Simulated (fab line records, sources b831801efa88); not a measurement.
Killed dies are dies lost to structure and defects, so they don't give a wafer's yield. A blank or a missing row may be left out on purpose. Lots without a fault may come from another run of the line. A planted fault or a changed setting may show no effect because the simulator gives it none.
Chamber matching | flow gf180mcu | GF_V5_CMP_04 on cmp-02: 4 sister chambers
The step polishes SiO2. 4 wafers are shown with their chamber, then 9 later ones without.

WAFERS WITH THEIR CHAMBER
wafer  | chamber | motor_current_A (A)
L951.2 | 3       | 11.5
L956.4 | 2       | 11.8
L956.5 | 0       | 11.5
L956.6 | 1       | 13.4

WAFERS WITHOUT THEIR CHAMBER
wafer  | motor_current_A (A)
L958.1 | 14.1
L958.3 | 12.1
L958.4 | 11.4
L959.2 | 11.3
L959.4 | 12.0
L959.6 | 12.0
L960.2 | 11.8
L960.5 | 11.3
L960.6 | 13.7

WHICH CHAMBER EACH WENT THROUGH
wafer  | from the rows above          | in truth
L958.1 | 1                            | 1
L958.3 | can't be placed: 2 or 0 or 3 | 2
L958.4 | can't be placed: 0 or 3 or 2 | 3
L959.2 | can't be placed: 0 or 3 or 2 | 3
L959.4 | can't be placed: 2 or 0 or 3 | 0
L959.6 | can't be placed: 2 or 0 or 3 | 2
L960.2 | can't be placed: 2 or 0 or 3 | 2
L960.5 | can't be placed: 0 or 3 or 2 | 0
L960.6 | 1                            | 1
Placed correctly: 2 of 9. Can't be placed from these rows: 7 (the true chamber is among the candidates in 7). Placed wrongly: 0.
How it was worked out, from the rows above alone: a wafer's distance from a chamber is the root of the sum, over the readings, of the square of ((its reading less the chamber's mean) divided by the reading's scatter). The wafer belongs to the nearest chamber; if the next one is less than 2 further off, it can't be placed. A chamber's mean is the mean of its shown wafers. The scatter: with one shown wafer a chamber, the root of the mean of the squares of how far each hidden wafer lies from its nearest shown one.
